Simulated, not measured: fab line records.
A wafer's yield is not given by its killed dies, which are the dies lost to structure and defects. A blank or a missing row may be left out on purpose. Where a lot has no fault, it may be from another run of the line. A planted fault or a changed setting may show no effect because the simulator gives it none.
fab line records :: flow sfq_line
record:
  lots: 13
  wafers: 39
  last_day: 87
route steps=325 shown M4@149
lots that met no fault: taken from a fault-free run of the same line
start_h: hours from the record's opening day to when the first of the lot's shown wafers began :: wait_h: hours elapsed since this lot's preceding step :: " same as the row above :: L1.1+2: several wafers, shown together as one row :: - no value, or no start given :: * or withheld: withheld :: < > ~ a bound
route shown NAME@n: a module of which the file shows steps, and the number in the route of the first :: usual: average and standard deviation across the fault-free wafers :: same: alike in all rows :: chamber/n: place in a boat :: sites: readings site by site :: _std_site: the standard deviation of these :: _edge_site: the outer-site mean with the inner-site mean subtracted :: radius_mm: how far each site lies from the wafer's centre :: mask NAME#n: copy n :: behind: the most recent tool/chamber to have shaped the wafer :: hold: cause of the lot's hold/its duration in hours/its outcome :: device: names the non-switching transistor (n, p or np) :: end of line: the route-end tests of the same wafers :: a step with no rows: only its recipe :: killed: dies lost to structure and defects at the first sort, not the wafer's yield :: map: shows each die of a wafer: x if killed, . if not, _ if none is there
set.NAME: the setting that was run; set.NAME@STEP: the one run at that earlier step :: model.NAME: the simulator's own value behind a step, which no gauge read
steps of the route over a sample of lots; a table a step, a row a wafer
services: when a tool's chamber went out of use (start_h, in hours from the record's first day, below 0 if earlier), for how many hours, and the reason
== steps ==
step: SFQ_TRILAYER_M4_DEP_SPUTTER_091
recipe:
  material: Nb
  base_pressure_pa: 1.33e-06
  chamber_pressure_pa: 0.1333
  substrate_temp_c: 20
  resputter_cathode_voltage_v: 400
  target_thk_nm: 200
  power_w: 2000
  time_s: 133.3
usual:
  cathode_dc_power_W: 2000.0/0.33
  resputter_cathode_voltage_v: 400/4.1
  throttle_valve_pct: 30.4/1.2
lot.wafer: L365.1
tool: pvd_sputter-04
chamber: -
start_h: 1019.06
wait_h: 0.0
cathode_dc_power_W: 2000.1
resputter_cathode_voltage_v: 399
throttle_valve_pct: 32.5

lot.wafer: L365.5
tool: pvd_sputter-04
chamber: -
start_h: 1019.06
wait_h: 0.0
cathode_dc_power_W: 1999.9
resputter_cathode_voltage_v: 399
throttle_valve_pct: 29.6

lot.wafer: L365.6
tool: pvd_sputter-04
chamber: -
start_h: 1019.06
wait_h: 0.0
cathode_dc_power_W: 1999.8
resputter_cathode_voltage_v: 400
throttle_valve_pct: 31.0

lot.wafer: L367.2
tool: pvd_sputter-05
chamber: -
start_h: 1028.82
wait_h: 0.0
cathode_dc_power_W: 1999.9
resputter_cathode_voltage_v: 403
throttle_valve_pct: 30.9

lot.wafer: L367.4
tool: pvd_sputter-05
chamber: -
start_h: 1028.82
wait_h: 0.0
cathode_dc_power_W: 1999.8
resputter_cathode_voltage_v: 400
throttle_valve_pct: 30.7

lot.wafer: L367.6
tool: pvd_sputter-05
chamber: -
start_h: 1028.82
wait_h: 0.0
cathode_dc_power_W: 1999.3
resputter_cathode_voltage_v: 405
throttle_valve_pct: 31.2

lot.wafer: L368.2
tool: pvd_sputter-06
chamber: -
start_h: 1047.68
wait_h: 0.0
cathode_dc_power_W: 1999.6
resputter_cathode_voltage_v: 402
throttle_valve_pct: 27.1

lot.wafer: L368.5
tool: pvd_sputter-06
chamber: -
start_h: 1047.68
wait_h: 0.0
cathode_dc_power_W: 2000.6
resputter_cathode_voltage_v: 402
throttle_valve_pct: 30.3

lot.wafer: L368.6
tool: pvd_sputter-06
chamber: -
start_h: 1047.68
wait_h: 0.0
cathode_dc_power_W: 2000.1
resputter_cathode_voltage_v: 398
throttle_valve_pct: 27.2

lot.wafer: L369.1
tool: pvd_sputter-05
chamber: -
start_h: 1075.61
wait_h: 0.0
cathode_dc_power_W: 2000.5
resputter_cathode_voltage_v: 400
throttle_valve_pct: 30.8

lot.wafer: L369.5
tool: pvd_sputter-05
chamber: -
start_h: 1075.61
wait_h: 0.0
cathode_dc_power_W: 2000.2
resputter_cathode_voltage_v: 407
throttle_valve_pct: 31.3

lot.wafer: L369.6
tool: pvd_sputter-05
chamber: -
start_h: 1075.61
wait_h: 0.0
cathode_dc_power_W: 2000.0
resputter_cathode_voltage_v: 398
throttle_valve_pct: 31.7

lot.wafer: L370.1
tool: pvd_sputter-05
chamber: -
start_h: 1085.01
wait_h: 0.0
cathode_dc_power_W: 2000.0
resputter_cathode_voltage_v: 397
throttle_valve_pct: 30.5

lot.wafer: L370.2
tool: pvd_sputter-05
chamber: -
start_h: 1085.01
wait_h: 0.0
cathode_dc_power_W: 2000.5
resputter_cathode_voltage_v: 401
throttle_valve_pct: 29.4

lot.wafer: L370.4
tool: pvd_sputter-05
chamber: -
start_h: 1085.01
wait_h: 0.0
cathode_dc_power_W: 2000.7
resputter_cathode_voltage_v: 398
throttle_valve_pct: 31.3

lot.wafer: L371.2
tool: pvd_sputter-06
chamber: -
start_h: 1087.56
wait_h: 0.0
cathode_dc_power_W: 1999.8
resputter_cathode_voltage_v: 397
throttle_valve_pct: 29.8

lot.wafer: L371.4
tool: pvd_sputter-06
chamber: -
start_h: 1087.56
wait_h: 0.0
cathode_dc_power_W: 1999.7
resputter_cathode_voltage_v: 392
throttle_valve_pct: 29.9

lot.wafer: L371.6
tool: pvd_sputter-06
chamber: -
start_h: 1087.56
wait_h: 0.0
cathode_dc_power_W: 2000.0
resputter_cathode_voltage_v: 403
throttle_valve_pct: 30.2

lot.wafer: L372.2
tool: pvd_sputter-04
chamber: -
start_h: 1237.61
wait_h: 0.0
cathode_dc_power_W: 1999.6
resputter_cathode_voltage_v: 404
throttle_valve_pct: 29.3

lot.wafer: L372.4
tool: pvd_sputter-04
chamber: -
start_h: 1237.61
wait_h: 0.0
cathode_dc_power_W: 2000.4
resputter_cathode_voltage_v: 392
throttle_valve_pct: 31.3

lot.wafer: L372.6
tool: pvd_sputter-04
chamber: -
start_h: 1237.61
wait_h: 0.0
cathode_dc_power_W: 2000.4
resputter_cathode_voltage_v: 398
throttle_valve_pct: 29.5

lot.wafer: L376.1
tool: pvd_sputter-06
chamber: -
start_h: 1258.03
wait_h: 0.0
cathode_dc_power_W: 2000.0
resputter_cathode_voltage_v: 404
throttle_valve_pct: 26.9

lot.wafer: L376.3
tool: pvd_sputter-06
chamber: -
start_h: 1258.03
wait_h: 0.0
cathode_dc_power_W: 2000.3
resputter_cathode_voltage_v: 397
throttle_valve_pct: 29.9

lot.wafer: L376.6
tool: pvd_sputter-06
chamber: -
start_h: 1258.03
wait_h: 0.0
cathode_dc_power_W: 1999.9
resputter_cathode_voltage_v: 405
throttle_valve_pct: 30.2

lot.wafer: L380.1
tool: pvd_sputter-04
chamber: -
start_h: 1286.81
wait_h: 0.0
cathode_dc_power_W: 2000.6
resputter_cathode_voltage_v: 394
throttle_valve_pct: 29.2

lot.wafer: L380.3
tool: pvd_sputter-04
chamber: -
start_h: 1286.81
wait_h: 0.0
cathode_dc_power_W: 2652.2
resputter_cathode_voltage_v: 402
throttle_valve_pct: 29.8

lot.wafer: L380.6
tool: pvd_sputter-04
chamber: -
start_h: 1286.81
wait_h: 0.0
cathode_dc_power_W: 2000.3
resputter_cathode_voltage_v: 403
throttle_valve_pct: 31.1

lot.wafer: L383.2
tool: pvd_sputter-05
chamber: -
start_h: 1301.21
wait_h: 0.0
cathode_dc_power_W: 2000.3
resputter_cathode_voltage_v: 405
throttle_valve_pct: 29.5

lot.wafer: L383.3
tool: pvd_sputter-05
chamber: -
start_h: 1301.21
wait_h: 0.0
cathode_dc_power_W: 1999.7
resputter_cathode_voltage_v: 399
throttle_valve_pct: 31.1

lot.wafer: L383.6
tool: pvd_sputter-05
chamber: -
start_h: 1301.21
wait_h: 0.0
cathode_dc_power_W: 1999.7
resputter_cathode_voltage_v: 400
throttle_valve_pct: 29.6

lot.wafer: L385.2
tool: pvd_sputter-05
chamber: -
start_h: 1325.21
wait_h: 0.0
cathode_dc_power_W: 1999.9
resputter_cathode_voltage_v: 401
throttle_valve_pct: 31.1

lot.wafer: L385.3
tool: pvd_sputter-05
chamber: -
start_h: 1325.21
wait_h: 0.0
cathode_dc_power_W: 2000.3
resputter_cathode_voltage_v: 389
throttle_valve_pct: 30.6

lot.wafer: L385.4
tool: pvd_sputter-05
chamber: -
start_h: 1325.21
wait_h: 0.0
cathode_dc_power_W: 2000.4
resputter_cathode_voltage_v: 397
throttle_valve_pct: 31.7

lot.wafer: L387.1
tool: pvd_sputter-05
chamber: -
start_h: 1328.74
wait_h: 0.0
cathode_dc_power_W: 1999.8
resputter_cathode_voltage_v: 402
throttle_valve_pct: 31.8

lot.wafer: L387.3
tool: pvd_sputter-05
chamber: -
start_h: 1328.74
wait_h: 0.0
cathode_dc_power_W: 1999.9
resputter_cathode_voltage_v: 408
throttle_valve_pct: 29.4

lot.wafer: L387.6
tool: pvd_sputter-05
chamber: -
start_h: 1328.74
wait_h: 0.0
cathode_dc_power_W: 1999.8
resputter_cathode_voltage_v: 401
throttle_valve_pct: 29.3

lot.wafer: L388.2
tool: pvd_sputter-05
chamber: -
start_h: 1335.94
wait_h: 0.0
cathode_dc_power_W: 1999.8
resputter_cathode_voltage_v: 395
throttle_valve_pct: 28.9

lot.wafer: L388.5
tool: pvd_sputter-05
chamber: -
start_h: 1335.94
wait_h: 0.0
cathode_dc_power_W: 1999.8
resputter_cathode_voltage_v: 403
throttle_valve_pct: 31.8

lot.wafer: L388.6
tool: pvd_sputter-05
chamber: -
start_h: 1335.94
wait_h: 0.0
cathode_dc_power_W: 1999.7
resputter_cathode_voltage_v: 395
throttle_valve_pct: 29.2
step: SFQ_M4_RS_MEAS_924
recipe:
  thk_meas_gauge: four-point-probe
  reads: Nb_of_TRILAYER_M4_DEP_SPUTTER_091
usual:
  M4_NB_RS: 0.891/0.012
lot.wafer: L365.1
tool: film_metro-04
chamber: -
start_h: 1019.15
wait_h: 0.0
M4_NB_RS[ohm/sq]: 0.890

lot.wafer: L365.5
tool: film_metro-04
chamber: -
start_h: 1019.15
wait_h: 0.0
M4_NB_RS[ohm/sq]: 0.910

lot.wafer: L365.6
tool: film_metro-04
chamber: -
start_h: 1019.15
wait_h: 0.0
M4_NB_RS[ohm/sq]: 0.888

lot.wafer: L367.2
tool: film_metro-04
chamber: -
start_h: 1028.93
wait_h: 0.1
M4_NB_RS[ohm/sq]: 0.896

lot.wafer: L367.4
tool: film_metro-04
chamber: -
start_h: 1028.93
wait_h: 0.1
M4_NB_RS[ohm/sq]: 0.880

lot.wafer: L367.6
tool: film_metro-04
chamber: -
start_h: 1028.93
wait_h: 0.1
M4_NB_RS[ohm/sq]: 0.888

lot.wafer: L368.2
tool: film_metro-03
chamber: -
start_h: 1047.79
wait_h: 0.1
M4_NB_RS[ohm/sq]: 0.877

lot.wafer: L368.5
tool: film_metro-03
chamber: -
start_h: 1047.79
wait_h: 0.1
M4_NB_RS[ohm/sq]: 0.889

lot.wafer: L368.6
tool: film_metro-03
chamber: -
start_h: 1047.79
wait_h: 0.1
M4_NB_RS[ohm/sq]: 0.877

lot.wafer: L369.1
tool: film_metro-04
chamber: -
start_h: 1075.71
wait_h: 0.0
M4_NB_RS[ohm/sq]: 0.870

lot.wafer: L369.5
tool: film_metro-04
chamber: -
start_h: 1075.71
wait_h: 0.0
M4_NB_RS[ohm/sq]: 0.892

lot.wafer: L369.6
tool: film_metro-04
chamber: -
start_h: 1075.71
wait_h: 0.0
M4_NB_RS[ohm/sq]: 0.876

lot.wafer: L370.1
tool: film_metro-03
chamber: -
start_h: 1085.10
wait_h: 0.0
M4_NB_RS[ohm/sq]: 0.873

lot.wafer: L370.2
tool: film_metro-03
chamber: -
start_h: 1085.10
wait_h: 0.0
M4_NB_RS[ohm/sq]: 0.882

lot.wafer: L370.4
tool: film_metro-03
chamber: -
start_h: 1085.10
wait_h: 0.0
M4_NB_RS[ohm/sq]: 0.892

lot.wafer: L371.2
tool: film_metro-04
chamber: -
start_h: 1087.67
wait_h: 0.1
M4_NB_RS[ohm/sq]: 0.917

lot.wafer: L371.4
tool: film_metro-04
chamber: -
start_h: 1087.67
wait_h: 0.1
M4_NB_RS[ohm/sq]: 0.896

lot.wafer: L371.6
tool: film_metro-04
chamber: -
start_h: 1087.67
wait_h: 0.1
M4_NB_RS[ohm/sq]: 0.896

lot.wafer: L372.2
tool: film_metro-04
chamber: -
start_h: 1237.72
wait_h: 0.1
M4_NB_RS[ohm/sq]: 0.918

lot.wafer: L372.4
tool: film_metro-04
chamber: -
start_h: 1237.72
wait_h: 0.1
M4_NB_RS[ohm/sq]: 0.899

lot.wafer: L372.6
tool: film_metro-04
chamber: -
start_h: 1237.72
wait_h: 0.1
M4_NB_RS[ohm/sq]: 0.921

lot.wafer: L376.1
tool: film_metro-03
chamber: -
start_h: 1258.12
wait_h: 0.0
M4_NB_RS[ohm/sq]: 0.884

lot.wafer: L376.3
tool: film_metro-03
chamber: -
start_h: 1258.12
wait_h: 0.0
M4_NB_RS[ohm/sq]: 0.886

lot.wafer: L376.6
tool: film_metro-03
chamber: -
start_h: 1258.12
wait_h: 0.0
M4_NB_RS[ohm/sq]: 0.888

lot.wafer: L380.1
tool: film_metro-04
chamber: -
start_h: 1286.90
wait_h: 0.0
M4_NB_RS[ohm/sq]: 0.883

lot.wafer: L380.3
tool: film_metro-04
chamber: -
start_h: 1286.90
wait_h: 0.0
M4_NB_RS[ohm/sq]: 0.673

lot.wafer: L380.6
tool: film_metro-04
chamber: -
start_h: 1286.90
wait_h: 0.0
M4_NB_RS[ohm/sq]: 0.886

lot.wafer: L383.2
tool: film_metro-04
chamber: -
start_h: 1301.32
wait_h: 0.1
M4_NB_RS[ohm/sq]: 0.883

lot.wafer: L383.3
tool: film_metro-04
chamber: -
start_h: 1301.32
wait_h: 0.1
M4_NB_RS[ohm/sq]: 0.895

lot.wafer: L383.6
tool: film_metro-04
chamber: -
start_h: 1301.32
wait_h: 0.1
M4_NB_RS[ohm/sq]: 0.889

lot.wafer: L385.2
tool: film_metro-03
chamber: -
start_h: 1325.32
wait_h: 0.1
M4_NB_RS[ohm/sq]: 0.906

lot.wafer: L385.3
tool: film_metro-03
chamber: -
start_h: 1325.32
wait_h: 0.1
M4_NB_RS[ohm/sq]: 0.885

lot.wafer: L385.4
tool: film_metro-03
chamber: -
start_h: 1325.32
wait_h: 0.1
M4_NB_RS[ohm/sq]: 0.889

lot.wafer: L387.1
tool: film_metro-04
chamber: -
start_h: 1328.83
wait_h: 0.0
M4_NB_RS[ohm/sq]: 0.878

lot.wafer: L387.3
tool: film_metro-04
chamber: -
start_h: 1328.83
wait_h: 0.0
M4_NB_RS[ohm/sq]: 0.892

lot.wafer: L387.6
tool: film_metro-04
chamber: -
start_h: 1328.83
wait_h: 0.0
M4_NB_RS[ohm/sq]: 0.881

lot.wafer: L388.2
tool: film_metro-04
chamber: -
start_h: 1336.05
wait_h: 0.1
M4_NB_RS[ohm/sq]: 0.906

lot.wafer: L388.5
tool: film_metro-04
chamber: -
start_h: 1336.05
wait_h: 0.1
M4_NB_RS[ohm/sq]: 0.894

lot.wafer: L388.6
tool: film_metro-04
chamber: -
start_h: 1336.05
wait_h: 0.1
M4_NB_RS[ohm/sq]: 0.904
step: SFQ_TRILAYER_M4_ETCH_METAL_ETCH_096
recipe:
  target: Nb
  stop_on: SiO2
  mask_material: PR
  chemistry: Cl2/Ar
  target_depth_nm: 240
  icp_w: 600
  bias_w: 80
  pressure_mtorr: 10
  time_s: 120
usual:
  drypump_motor_current_A: 5.88/0.2
  oes_product_au: 0.894/0.008
lot.wafer: L365.1
tool: rie_metal-02
chamber: 0
start_h: 1163.64
wait_h: 0.0
drypump_motor_current_A: 5.64
oes_product_au: 0.887
rf_hours_counter_h: 27

lot.wafer: L365.5
tool: rie_metal-02
chamber: 0
start_h: 1163.64
wait_h: 0.0
drypump_motor_current_A: 5.66
oes_product_au: 0.889
rf_hours_counter_h: -

lot.wafer: L365.6
tool: rie_metal-02
chamber: 1
start_h: 1163.64
wait_h: 0.0
drypump_motor_current_A: 5.72
oes_product_au: 0.895
rf_hours_counter_h: -

lot.wafer: L367.2
tool: rie_metal-03
chamber: 0
start_h: 1172.04
wait_h: 0.0
drypump_motor_current_A: 5.94
oes_product_au: 0.887
rf_hours_counter_h: 107

lot.wafer: L367.4
tool: rie_metal-03
chamber: 0
start_h: 1172.04
wait_h: 0.0
drypump_motor_current_A: 5.92
oes_product_au: 0.897
rf_hours_counter_h: -

lot.wafer: L367.6
tool: rie_metal-03
chamber: 1
start_h: 1172.04
wait_h: 0.0
drypump_motor_current_A: 5.96
oes_product_au: 0.895
rf_hours_counter_h: -

lot.wafer: L368.2
tool: rie_metal-02
chamber: 1
start_h: 1187.64
wait_h: 0.0
drypump_motor_current_A: 5.74
oes_product_au: 0.901
rf_hours_counter_h: 87

lot.wafer: L368.5
tool: rie_metal-02
chamber: 1
start_h: 1187.64
wait_h: 0.0
drypump_motor_current_A: 5.75
oes_product_au: 0.889
rf_hours_counter_h: -

lot.wafer: L368.6
tool: rie_metal-02
chamber: 0
start_h: 1187.64
wait_h: 0.0
drypump_motor_current_A: 5.62
oes_product_au: 0.907
rf_hours_counter_h: -

lot.wafer: L369.1
tool: rie_metal-03
chamber: 0
start_h: 1213.92
wait_h: 0.0
drypump_motor_current_A: 5.93
oes_product_au: 0.901
rf_hours_counter_h: 110

lot.wafer: L369.5
tool: rie_metal-03
chamber: 1
start_h: 1213.92
wait_h: 0.0
drypump_motor_current_A: 5.94
oes_product_au: 0.896
rf_hours_counter_h: -

lot.wafer: L369.6
tool: rie_metal-03
chamber: 0
start_h: 1213.92
wait_h: 0.0
drypump_motor_current_A: 5.90
oes_product_au: 0.891
rf_hours_counter_h: -

lot.wafer: L370.1
tool: rie_metal-01
chamber: 1
start_h: 1215.24
wait_h: 0.0
drypump_motor_current_A: 6.29
oes_product_au: 0.901
rf_hours_counter_h: 17

lot.wafer: L370.2
tool: rie_metal-01
chamber: 0
start_h: 1215.24
wait_h: 0.0
drypump_motor_current_A: 6.11
oes_product_au: 0.895
rf_hours_counter_h: 110

lot.wafer: L370.4
tool: rie_metal-01
chamber: 1
start_h: 1215.24
wait_h: 0.0
drypump_motor_current_A: 6.29
oes_product_au: 0.893
rf_hours_counter_h: -

lot.wafer: L371.2
tool: rie_metal-03
chamber: 0
start_h: 1216.44
wait_h: 0.0
drypump_motor_current_A: 5.95
oes_product_au: 0.880
rf_hours_counter_h: 111

lot.wafer: L371.4
tool: rie_metal-03
chamber: 1
start_h: 1216.44
wait_h: 0.0
drypump_motor_current_A: 5.94
oes_product_au: 0.894
rf_hours_counter_h: -

lot.wafer: L371.6
tool: rie_metal-03
chamber: 1
start_h: 1216.44
wait_h: 0.0
drypump_motor_current_A: 5.96
oes_product_au: 0.891
rf_hours_counter_h: -

lot.wafer: L372.2
tool: rie_metal-02
chamber: 0
start_h: 1247.64
wait_h: 0.0
drypump_motor_current_A: 5.65
oes_product_au: 0.877
rf_hours_counter_h: 38

lot.wafer: L372.4
tool: rie_metal-02
chamber: 0
start_h: 1247.64
wait_h: 0.0
drypump_motor_current_A: 5.63
oes_product_au: 0.892
rf_hours_counter_h: -

lot.wafer: L372.6
tool: rie_metal-02
chamber: 0
start_h: 1247.64
wait_h: 0.0
drypump_motor_current_A: 5.63
oes_product_au: 0.877
rf_hours_counter_h: -

lot.wafer: L376.1
tool: rie_metal-02
chamber: 1
start_h: 1260.65
wait_h: 0.0
drypump_motor_current_A: 5.75
oes_product_au: 0.897
rf_hours_counter_h: 96

lot.wafer: L376.3
tool: rie_metal-02
chamber: 0
start_h: 1260.65
wait_h: 0.0
drypump_motor_current_A: 5.66
oes_product_au: 0.898
rf_hours_counter_h: -

lot.wafer: L376.6
tool: rie_metal-02
chamber: 1
start_h: 1260.65
wait_h: 0.0
drypump_motor_current_A: 5.75
oes_product_au: 0.899
rf_hours_counter_h: -

lot.wafer: L380.1
tool: rie_metal-03
chamber: 0
start_h: 1289.43
wait_h: 0.0
drypump_motor_current_A: 5.94
oes_product_au: 0.899
rf_hours_counter_h: 122

lot.wafer: L380.3
tool: rie_metal-03
chamber: 1
start_h: 1289.43
wait_h: 0.0
drypump_motor_current_A: 5.96
oes_product_au: 1.002
rf_hours_counter_h: -

lot.wafer: L380.6
tool: rie_metal-03
chamber: 0
start_h: 1289.43
wait_h: 0.0
drypump_motor_current_A: 5.94
oes_product_au: 0.889
rf_hours_counter_h: -

lot.wafer: L383.2
tool: rie_metal-03
chamber: 1
start_h: 1303.83
wait_h: 0.0
drypump_motor_current_A: 5.96
oes_product_au: 0.896
rf_hours_counter_h: 38

lot.wafer: L383.3
tool: rie_metal-03
chamber: 0
start_h: 1303.83
wait_h: 0.0
drypump_motor_current_A: 5.91
oes_product_au: 0.888
rf_hours_counter_h: -

lot.wafer: L383.6
tool: rie_metal-03
chamber: 0
start_h: 1303.83
wait_h: 0.0
drypump_motor_current_A: 5.94
oes_product_au: 0.900
rf_hours_counter_h: -

lot.wafer: L385.2
tool: rie_metal-01
chamber: 0
start_h: 1446.77
wait_h: 0.0
drypump_motor_current_A: 6.10
oes_product_au: 0.887
rf_hours_counter_h: 12

lot.wafer: L385.3
tool: rie_metal-01
chamber: 1
start_h: 1446.77
wait_h: 0.0
drypump_motor_current_A: 6.26
oes_product_au: 0.904
rf_hours_counter_h: -

lot.wafer: L385.4
tool: rie_metal-01
chamber: 0
start_h: 1446.77
wait_h: 0.0
drypump_motor_current_A: 6.08
oes_product_au: 0.892
rf_hours_counter_h: -

lot.wafer: L387.1
tool: rie_metal-02
chamber: 1
start_h: 1452.77
wait_h: 0.0
drypump_motor_current_A: 5.75
oes_product_au: 0.907
rf_hours_counter_h: 121

lot.wafer: L387.3
tool: rie_metal-02
chamber: 0
start_h: 1452.77
wait_h: 0.0
drypump_motor_current_A: 5.66
oes_product_au: 0.888
rf_hours_counter_h: -

lot.wafer: L387.6
tool: rie_metal-02
chamber: 0
start_h: 1452.77
wait_h: 0.0
drypump_motor_current_A: 5.64
oes_product_au: 0.905
rf_hours_counter_h: -

lot.wafer: L388.2
tool: rie_metal-02
chamber: 1
start_h: 1462.37
wait_h: 0.0
drypump_motor_current_A: 5.73
oes_product_au: 0.884
rf_hours_counter_h: 123

lot.wafer: L388.5
tool: rie_metal-02
chamber: 0
start_h: 1462.37
wait_h: 0.0
drypump_motor_current_A: 5.64
oes_product_au: 0.890
rf_hours_counter_h: -

lot.wafer: L388.6
tool: rie_metal-02
chamber: 1
start_h: 1462.37
wait_h: 0.0
drypump_motor_current_A: 5.75
oes_product_au: 0.885
rf_hours_counter_h: -
== services ==
tool: rie_metal-02
chamber: 1
start_h: 1039.39
hours: 2.0
kind: repair

tool: pvd_sputter-05
chamber: -
start_h: 1053.66
hours: 1.4
kind: repair

tool: pvd_sputter-06
chamber: -
start_h: 1066.51
hours: 4.1
kind: repair

tool: rie_metal-03
chamber: 0
start_h: 1098.19
hours: 3.3
kind: repair

tool: rie_metal-02
chamber: -
start_h: 1104.41
hours: 0.8
kind: repair

tool: rie_metal-03
chamber: -
start_h: 1108.47
hours: 14.6
kind: pm

tool: rie_metal-03
chamber: -
start_h: 1139.38
hours: 0.2
kind: repair

tool: pvd_sputter-05
chamber: -
start_h: 1147.72
hours: 12.2
kind: repair

tool: rie_metal-03
chamber: 1
start_h: 1152.56
hours: 6.7
kind: repair

tool: pvd_sputter-06
chamber: -
start_h: 1186.43
hours: 4.1
kind: repair

tool: rie_metal-03
chamber: 0
start_h: 1203.73
hours: 9.7
kind: repair

tool: pvd_sputter-04
chamber: -
start_h: 1222.04
hours: 3.3
kind: repair

tool: rie_metal-03
chamber: -
start_h: 1230.80
hours: 2.0
kind: repair

tool: pvd_sputter-06
chamber: -
start_h: 1254.02
hours: 0.6
kind: repair

tool: pvd_sputter-05
chamber: -
start_h: 1287.83
hours: 0.9
kind: repair

tool: pvd_sputter-06
chamber: -
start_h: 1306.38
hours: 25.4
kind: repair

tool: rie_metal-02
chamber: 0
start_h: 1309.85
hours: 4.2
kind: repair

tool: rie_metal-02
chamber: -
start_h: 1323.88
hours: 0.4
kind: repair

tool: pvd_sputter-06
chamber: -
start_h: 1342.31
hours: 10.0
kind: repair

tool: rie_metal-03
chamber: -
start_h: 1342.63
hours: 28.1
kind: pm

tool: pvd_sputter-04
chamber: -
start_h: 1403.49
hours: 3.2
kind: repair

tool: pvd_sputter-05
chamber: -
start_h: 1425.25
hours: 1.3
kind: repair

tool: pvd_sputter-04
chamber: -
start_h: 1435.32
hours: 6.8
kind: repair

tool: rie_metal-02
chamber: -
start_h: 1437.83
hours: 1.4
kind: pm
== key ==
first_sign:
  step: SFQ_TRILAYER_M4_DEP_SPUTTER_091
  reading: cathode_dc_power_W
  direction: up
  sigmas: 99+
  usual: 2000.0
  struck: 2652.2
effect:
  step: SFQ_M4_RS_MEAS_924
  reading: M4_NB_RS
  direction: down
  sigmas: 18
  usual: 0.891
  struck: 0.673
effect:
  step: SFQ_TRILAYER_M4_ETCH_METAL_ETCH_096
  reading: oes_product_au
  direction: up
  sigmas: 13
  usual: 0.894
  struck: 1.002
met_at SFQ_TRILAYER_M4_DEP_SPUTTER_091
struck_lots L380
struck_wafers L380.3
onset_between 1237.61 1286.81
fault:
  kind: process_parameter_drift
  tool: pvd_sputter-04
  chamber: -
  onset_h: 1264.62
  steps: SFQ_TRILAYER_M4_DEP_SPUTTER_091
  channel: power_w
  offset: 651.7
  shape: step
  end_h: 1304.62
  acts_in: these_recipes_only
  stated: 2000
  scope: struck_wafers_only
